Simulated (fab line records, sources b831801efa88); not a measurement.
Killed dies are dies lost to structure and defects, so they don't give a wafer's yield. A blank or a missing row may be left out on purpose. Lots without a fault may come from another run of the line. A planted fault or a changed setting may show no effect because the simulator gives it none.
Which tool did it? | flow gf180mcu | 11 lots, 33 wafers sampled, at 4 steps of a route of 602

WHAT THE GAUGES READ, wafer by wafer
GF_V3_THK_MEAS_03.
lot  | measured     | on            | V3_CVD_02_THK (nm)
L441 | day 21 08:40 | film_metro-02 | 855 837 856
L443 | day 22 07:21 | film_metro-02 | 857 839 865
L445 | day 22 22:33 | film_metro-03 | 851 845 861
L446 | day 23 06:17 | film_metro-02 | 835 859 854
L449 | day 24 17:17 | film_metro-04 | 846 834 875
L450 | day 24 19:02 | film_metro-02 | 837 849 847
L451 | day 24 23:22 | film_metro-03 | 857 857 870
L453 | day 25 17:32 | film_metro-02 | 842 847 854
L455 | day 26 01:27 | film_metro-02 | 727 746 859
L456 | day 26 18:09 | film_metro-03 | 732 833 845
L464 | day 29 08:53 | film_metro-02 | 852 843 876

WHICH TOOL RAN EACH LOT (tool, then ch and the chambers of the sampled wafers, then the start)
lot  | GF_V2_SPUTTER_22             | GF_M3_SPUTTER_01             | GF_V3_CVD_02
L441 | pvd_sputter-03, day 20 06:48 | pvd_sputter-02, day 20 07:32 | pecvd-02 ch 0,2, day 21 08:36
L443 | pvd_sputter-01, day 21 06:02 | pvd_sputter-04, day 21 06:46 | pecvd-03 ch 0,1,2, day 22 07:17
L445 | pvd_sputter-01, day 21 21:43 | pvd_sputter-04, day 21 22:27 | pecvd-03 ch 0,2, day 22 22:29
L446 | pvd_sputter-01, day 22 05:21 | pvd_sputter-04, day 22 06:05 | pecvd-02 ch 0,1,2, day 23 06:11
L449 | pvd_sputter-04, day 23 10:20 | pvd_sputter-02, day 23 11:10 | pecvd-01 ch 0,1,2, day 24 17:13
L450 | pvd_sputter-03, day 23 18:47 | pvd_sputter-04, day 23 19:31 | pecvd-03 ch 0,1, day 24 18:57
L451 | pvd_sputter-03, day 24 01:02 | pvd_sputter-02, day 24 01:46 | pecvd-02 ch 0,2, day 24 23:18
L453 | pvd_sputter-03, day 24 18:17 | pvd_sputter-01, day 24 19:01 | pecvd-02 ch 0,2, day 25 17:28
L455 | pvd_sputter-03, day 25 02:05 | pvd_sputter-02, day 25 02:49 | pecvd-02 ch 0,1,2, day 26 01:23
L456 | pvd_sputter-03, day 25 19:00 | pvd_sputter-04, day 25 20:18 | pecvd-02 ch 0,1,2, day 26 18:04
L464 | pvd_sputter-03, day 28 12:04 | pvd_sputter-02, day 28 12:48 | pecvd-01 ch 0,1,2, day 29 08:49
- GF_V2_SPUTTER_22: material TiN, target thk 10 nm, time 40 s.
- GF_M3_SPUTTER_01: material TiN, target thk 30 nm, time 25 s.
- GF_V3_CVD_02: deposits SiO2 from TEOS, target thk 850 nm, time 94.851 s.

THE ANSWER, worked out from the rows above alone
Rule: what is usual is taken from the lots themselves. Put in order of their means at a reading, lots are off if they are a third of the lots or fewer, leave a main group of 4 or more, and stand apart from it by a gap of 3 or more times the standard deviation of the main group's means; of several such gaps the widest counts. A main group whose means are all the same, to the digits that the tables above print for the reading, isn't used. A lot without any number at a reading at which 4 lots or more have one is off too. The other lots that the step has rows for count as sound.
Off: L455, L456, at GF_V3_THK_MEAS_03 (V3_CVD_02_THK). The main group: mean 852 nm, standard deviation 4.8.
A tool fits if, at a process step before that reading, it ran every lot that is off, and no sound lot after the first of them. The gauges at GF_V3_THK_MEAS_03 are tried like those tools. One fits: pecvd-02 at GF_V3_CVD_02. Its last sound lot is L453 (day 25 17:28), its first lot that is off L455 (day 26 01:23): a fault that began between those two fits.

WHAT THE SIMULATOR HAD PUT IN
Process parameter drift: pecvd-02, from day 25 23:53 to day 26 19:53, at GF_V3_CVD_02. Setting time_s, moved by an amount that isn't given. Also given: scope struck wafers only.
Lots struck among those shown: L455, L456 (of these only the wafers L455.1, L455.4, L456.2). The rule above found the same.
